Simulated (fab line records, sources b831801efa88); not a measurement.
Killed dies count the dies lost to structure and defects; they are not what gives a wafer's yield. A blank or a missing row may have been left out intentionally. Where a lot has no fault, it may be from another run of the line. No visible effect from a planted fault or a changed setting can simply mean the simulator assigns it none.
Matching of chambers / flow sky130 / SKY_VIA1_CMP_24 on cmp-02: 4 sister chambers
The step polishes, stops on SiO2, t overpolish 15 s, target thk 0 nm. 8 wafers are shown with their chamber, then 12 later ones without.

## WAFERS PAIRED WITH THEIR CHAMBERS
wafer=L089.5; chamber=0; motor current A (A)=10.0; time to endpoint s (s)=61
wafer=L088.5; chamber=1; motor current A (A)=13.0; time to endpoint s (s)=58
wafer=L090.1; chamber=1; motor current A (A)=12.2; time to endpoint s (s)=64
wafer=L091.3; chamber=3; motor current A (A)=10.6; time to endpoint s (s)=60
wafer=L091.4; chamber=0; motor current A (A)=10.4; time to endpoint s (s)=61
wafer=L092.2; chamber=2; motor current A (A)=11.6; time to endpoint s (s)=65
wafer=L092.4; chamber=3; motor current A (A)=11.1; time to endpoint s (s)=63
wafer=L092.5; chamber=2; motor current A (A)=11.8; time to endpoint s (s)=65

## WAFERS MISSING THEIR CHAMBER
wafer=L093.2; motor current A (A)=10.1; time to endpoint s (s)=65
wafer=L093.5; motor current A (A)=10.4; time to endpoint s (s)=66
wafer=L093.6; motor current A (A)=11.0; time to endpoint s (s)=62
wafer=L095.1; motor current A (A)=10.8; time to endpoint s (s)=62
wafer=L095.2; motor current A (A)=12.4; time to endpoint s (s)=61
wafer=L095.5; motor current A (A)=12.6; time to endpoint s (s)=62
wafer=L096.1; motor current A (A)=11.9; time to endpoint s (s)=67
wafer=L096.5; motor current A (A)=10.0; time to endpoint s (s)=62
wafer=L096.6; motor current A (A)=11.1; time to endpoint s (s)=59
wafer=L097.1; motor current A (A)=12.7; time to endpoint s (s)=65
wafer=L097.4; motor current A (A)=11.0; time to endpoint s (s)=63
wafer=L097.6; motor current A (A)=11.5; time to endpoint s (s)=65

## CHAMBER TAKEN BY EACH
wafer=L093.2; from the rows above=can't be placed: 0 or 3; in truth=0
wafer=L093.5; from the rows above=can't be placed: 0 or 3 or 2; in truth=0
wafer=L093.6; from the rows above=can't be placed: 3 or 0 or 2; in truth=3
wafer=L095.1; from the rows above=can't be placed: 3 or 0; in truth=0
wafer=L095.2; from the rows above=can't be placed: 1 or 2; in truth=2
wafer=L095.5; from the rows above=1; in truth=1
wafer=L096.1; from the rows above=2; in truth=2
wafer=L096.5; from the rows above=can't be placed: 0 or 3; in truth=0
wafer=L096.6; from the rows above=can't be placed: 3 or 0 or 2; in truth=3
wafer=L097.1; from the rows above=can't be placed: 1 or 2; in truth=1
wafer=L097.4; from the rows above=can't be placed: 3 or 2 or 0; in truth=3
wafer=L097.6; from the rows above=can't be placed: 2 or 3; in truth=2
Correctly placed: 2 of 12. Can't be placed from these rows: 10 (the true chamber is among the candidates in 10). 0 placed wrongly.
How it was worked out, from the rows above alone: a wafer's distance from a chamber is the root of the sum, over the readings, of the square of ((its reading less the chamber's mean) divided by the reading's scatter). The wafer belongs to the nearest chamber; if the next one is less than 2 further off, it can't be placed. The mean given for a chamber averages the wafers shown for that chamber. How the scatter is found: for the shown wafers, subtract from each reading the mean of its chamber, square and add these, divide the total by (wafers less chambers), then take the root.
